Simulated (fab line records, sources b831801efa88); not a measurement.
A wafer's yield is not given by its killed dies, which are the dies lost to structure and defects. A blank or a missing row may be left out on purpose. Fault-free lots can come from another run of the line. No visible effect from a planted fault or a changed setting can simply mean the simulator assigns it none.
fab line records | flow sky130
[record] lots = 7 wafers = 21 last_day = 50
route steps=708 shown VT_ADJUST_NCORE@123 VT_ADJUST_HVTR@131
lots untouched by any fault: they come from a run of this same line in which no faults occurred
start_h: the number of hours between the record's first day and the start of the first shown wafer of the lot | wait_h: hours elapsed since this lot's preceding step | " same as the row above | L1.1+2: a row that stands for several wafers | - no value, or no start given | * or withheld: withheld | < > ~ a bound
route shown NAME@n: NAME is a module with steps in the file, n the number in the route of the first one | usual: average and standard deviation across the fault-free wafers | same: alike in all rows | chamber/n: place in a boat | sites: per-site readings | _std_site: standard deviation across them | _edge_site: inner sites' mean taken away from outer sites' mean | radius_mm: how far each site lies from the wafer's centre | mask NAME#n: copy n | behind: the tool/chamber that last shaped the wafer | hold: why the lot went on hold/how many hours it stayed there/how the hold came to an end | device: the transistor (n, p or np) that didn't switch | end of line: at the end of the route, the tests of the same wafers | a step given without rows: its recipe and nothing more | killed: dies that structure and defects cost at the first sort, which is not the same as the wafer's yield | map: shows each die of a wafer: x if killed, . if not, _ if none is there
set.NAME: the run value of the setting; set.NAME@STEP: its run value at that earlier step | model.NAME: the simulator's own value behind a step, which no gauge read
lots seen at some steps along the route; tables by step, rows by wafer
services: the hour from which a tool's chamber was out of use, counted from the record's first day as start_h (under 0 if before that day), plus the number of hours and why
[[steps]]
[step SKY_VT_ADJUST_NCORE_EXPOSE_04]
[recipe] mask_id = LVTN_COMPLEMENT_THIN na = 0.6 source_shape = conventional sigma_outer = 0.6 polarization = unpolarized target_cd_nm = 380 dose_mj = 139
[step SKY_VT_ADJUST_NCORE_PEB_05]
[recipe] temp_c = withheld time_s = * resist = NOVOLAK
[step SKY_VT_ADJUST_NCORE_DEVELOP_06]
[recipe] resist = NOVOLAK developer = TMAH develop_time_s = 57.37 dev_temp_c = 23
[step SKY_VT_ADJUST_NCORE_CD_MEAS_07]
[recipe] target_cd_nm = 380
[usual] cd_nm = 378.9/2.7
// columns lot.wafer tool chamber start_h wait_h cd_nm
L886.2 cd_sem-02 - 193.22 0.1 379.1
L886.3 " - " " 378.0
L886.4 " - " " 382.2
L893.4 cd_sem-02 - 243.56 0.1 379.4
L893.5 " - " " 382.1
L893.6 " - " " 381.0
L896.2 cd_sem-02 - 265.22 0.1 379.3
L896.5 " - " " 378.5
L896.6 " - " " 379.2
L903.3 cd_sem-02 - 309.64 0.1 376.5
L903.5 " - " " 371.6
L903.6 " - " " 372.2
L905.1 cd_sem-01 - 333.90 0.1 377.0
L905.2 " - " " 374.2
L905.5 " - " " 376.9
L906.1 cd_sem-01 - 339.90 0.1 379.8
L906.3 " - " " 379.9
L906.6 " - " " 379.0
L907.2 cd_sem-01 - 346.92 0.1 379.4
L907.5 " - " " 378.8
L907.6 " - " " 380.2
[step SKY_VT_ADJUST_NCORE_OVL_MEAS_08]
[usual] VT_ADJUST_NCORE_OVL = -0.7/1.3
// columns lot.wafer tool chamber start_h wait_h VT_ADJUST_NCORE_OVL[nm]
L886.2 overlay-01 - 193.33 0.1 1.2
L886.3 " - " " 0.1
L886.4 " - " " 1.0
L893.4 overlay-01 - 243.64 0.1 -1.7
L893.5 " - " " -0.4
L893.6 " - " " -1.2
L896.2 overlay-02 - 265.32 0.1 -0.1
L896.5 " - " " 0.3
L896.6 " - " " -1.5
L903.3 overlay-01 - 309.73 0.1 -1.0
L903.5 " - " " 0.7
L903.6 " - " " -2.3
L905.1 overlay-02 - 334.02 0.1 -1.3
L905.2 " - " " -0.2
L905.5 " - " " -0.6
L906.1 overlay-01 - 340.02 0.1 -0.9
L906.3 " - " " -1.2
L906.6 " - " " -0.4
L907.2 overlay-02 - 347.03 0.1 -0.9
L907.5 " - " " -0.6
L907.6 " - " " -1.9
[step SKY_VT_ADJUST_NCORE_IMPLANT_09]
[recipe] species = B energy_kev = 10 dose_cm2 = 2.4e+12 tilt_deg = withheld
[step SKY_VT_ADJUST_NCORE_STRIP_10]
[recipe] chemistry = O2/N2 power_w = 1400 pressure_mtorr = 1500 platen_temp_c = withheld o2_flow_sccm = 3000 n2_flow_sccm = 300 overash_fraction = 0.5
[usual] drypump_motor_current_A = 5.30/0.28 n2_flow_sccm = 299.7/0.82 oes_product_au = 0.716/0.0045 strip_time_to_endpoint_s = 14.19/0.038
// columns lot.wafer tool chamber start_h wait_h drypump_motor_current_A n2_flow_sccm oes_product_au rf_hours_counter_h strip_time_to_endpoint_s
L886.2 plasma_asher-01 0 193.51 0.1 5.56 299.7 0.718 37 14.16
L886.3 " 1 " " 4.91 299.4 0.712 - 14.22
L886.4 " 0 " " 5.57 300.1 0.721 - 14.17
L893.4 plasma_asher-02 0 243.84 0.1 5.44 299.7 0.716 - 14.23
L893.5 " 0 " " 5.43 300.6 0.721 - 14.23
L893.6 " 1 " " 5.20 300.5 0.717 - 14.20
L896.2 plasma_asher-02 0 265.50 0.1 5.43 298.6 0.714 15 14.18
L896.5 " 1 " " 5.26 299.8 0.718 - 14.19
L896.6 " 0 " " 5.42 299.5 0.723 - 14.19
L903.3 plasma_asher-01 1 309.94 0.1 4.93 299.5 0.716 - 14.14
L903.5 " 0 " " 5.55 297.5 0.715 - 14.14
L903.6 " 1 " " 4.91 299.2 0.714 - 14.17
L905.1 plasma_asher-03 1 334.21 0.1 5.16 300.9 0.711 64 14.12
L905.2 " 0 " " 5.64 299.8 0.719 64 14.16
L905.5 " 0 " " 5.64 299.4 0.711 - 14.19
L906.1 plasma_asher-02 1 340.20 0.1 5.23 299.3 0.711 22 14.17
L906.3 " 1 " " 5.21 300.2 0.711 - 14.17
L906.6 " 0 " " 5.42 300.2 0.721 - 14.14
L907.2 plasma_asher-01 0 347.21 0.1 5.56 298.8 0.712 53 14.20
L907.5 " 1 " " 4.94 300.4 0.723 - 14.18
L907.6 " 0 " " 5.56 300.0 0.714 - 14.19
[step SKY_VT_ADJUST_NCORE_TW_MEAS_11]
[usual] VT_ADJUST_NCORE_TW = 219.5/2.3
// columns lot.wafer tool chamber start_h wait_h VT_ADJUST_NCORE_TW
L886.2 film_metro-04 - 193.62 0.1 220.9
L886.3 " - " " 219.6
L886.4 " - " " 220.0
L893.4 film_metro-02 - 243.94 0.1 218.3
L893.5 " - " " 216.7
L893.6 " - " " 217.2
L896.2 film_metro-02 - 265.61 0.1 217.5
L896.5 " - " " 218.3
L896.6 " - " " 218.4
L903.3 film_metro-03 - 310.03 0.1 219.8
L903.5 " - " " 219.1
L903.6 " - " " 218.7
L905.1 film_metro-04 - 334.31 0.1 221.0
L905.2 " - " " 221.0
L905.5 " - " " 219.8
L906.1 film_metro-04 - 340.30 0.1 223.1
L906.3 " - " " 224.4
L906.6 " - " " 222.8
L907.2 film_metro-03 - 347.32 0.1 220.4
L907.5 " - " " 219.5
L907.6 " - " " 220.0
[step SKY_VT_ADJUST_HVTR_DEHYDRATE_00]
[recipe] temp_c = 200 time_s = 60
[step SKY_VT_ADJUST_HVTR_HMDS_01]
[recipe] prime_time_s = 60 prime_temp_c = 120
[step SKY_VT_ADJUST_HVTR_COAT_02]
[recipe] resist = NOVOLAK spin_rpm = 3000 resist_thk_nm = 1140
[step SKY_VT_ADJUST_HVTR_SOFTBAKE_03]
[recipe] temp_c = 90 time_s = 60 resist = NOVOLAK
[step SKY_VT_ADJUST_HVTR_EXPOSE_04]
[recipe] mask_id = HVTRM target_cd_nm = 380 na = 0.6 source_shape = conventional sigma_outer = 0.6 dose_mj = 150
[usual] exposure_dose_mJ_cm2 = 150.03/0.18 focus_offset_nm = 0.1/0.55
// columns lot.wafer tool chamber start_h wait_h mask exposure_dose_mJ_cm2 focus_offset_nm
L886.2 iline_stepper-02 0 204.02 - HVTRM#0 149.93 0.1
L886.3 " 0 " " HVTRM#0 150.21 0.7
L886.4 " 0 " " HVTRM#0 149.81 0.2
L893.4 iline_stepper-02 0 255.66 - HVTRM#0 150.16 0.3
L893.5 " 0 " " HVTRM#0 149.82 -0.4
L893.6 " 0 " " HVTRM#0 149.86 0.0
L896.2 iline_stepper-02 0 277.70 - HVTRM#0 150.29 0.5
L896.5 " 0 " " HVTRM#0 150.10 0.8
L896.6 " 0 " " HVTRM#0 150.15 0.0
L903.3 iline_stepper-01 0 323.27 - HVTRM#0 150.14 0.4
L903.5 " 0 " " HVTRM#0 149.95 0.6
L903.6 " 0 " " HVTRM#0 149.71 0.2
L905.1 iline_stepper-01 - 348.00 - HVTRM#0 - -
L905.2 " - " " HVTRM#0 - -
L905.5 " - " " HVTRM#0 - -
L906.1 iline_stepper-01 - 353.70 - HVTRM#0 - -
L906.3 " - " " HVTRM#0 - -
L906.6 " - " " HVTRM#0 - -
L907.2 iline_stepper-01 - 361.40 - HVTRM#0 - -
L907.5 " - " " HVTRM#0 - -
L907.6 " - " " HVTRM#0 - -
[step SKY_VT_ADJUST_HVTR_PEB_05]
[recipe] temp_c = withheld time_s = * resist = NOVOLAK
[[services]]
// columns tool chamber start_h hours kind
plasma_asher-03 - 188.43 1.6 repair
plasma_asher-01 - 188.45 0.8 repair
iline_stepper-02 - 221.94 1.7 pm
iline_stepper-01 - 243.98 1.7 pm
plasma_asher-01 - 249.83 2.8 pm
plasma_asher-02 - 275.51 2.6 repair
plasma_asher-02 - 325.84 1.5 repair
plasma_asher-03 - 336.85 2.8 pm
plasma_asher-03 - 361.41 4.1 repair
[[key]]
[first_sign] step = SKY_VT_ADJUST_HVTR_EXPOSE_04 reading = tool_record direction = missing
effect none on later readings
met_at SKY_VT_ADJUST_HVTR_EXPOSE_04
struck_wafers L905.1,L905.2,L905.5,L906.1,L906.3,L906.6,L907.2,L907.5,L907.6
sort_left_out L905.1,L905.2,L905.5,L906.1,L906.3,L906.6,L907.2,L907.5,L907.6
tester_left_out L905,L906,L907
onset_between 323.27 348.00
[fault] kind = skipped_step_whole tool = iline_stepper-01 chamber = - onset_h = 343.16 steps = SKY_VT_ADJUST_HVTR_EXPOSE_04 scope = struck_lots_only
// tester_left_out: of these lots the tester's yield and bins aren't shown, on N5 and GAA mostly nor the transistor test; their killed dies are dies lost to structure and defects alone, not to doping, threshold or leakage, so they don't give the yield
// sort_left_out: the simulated sort isn't trusted on such a fault, so these wafers' sort isn't shown, and their yield isn't known
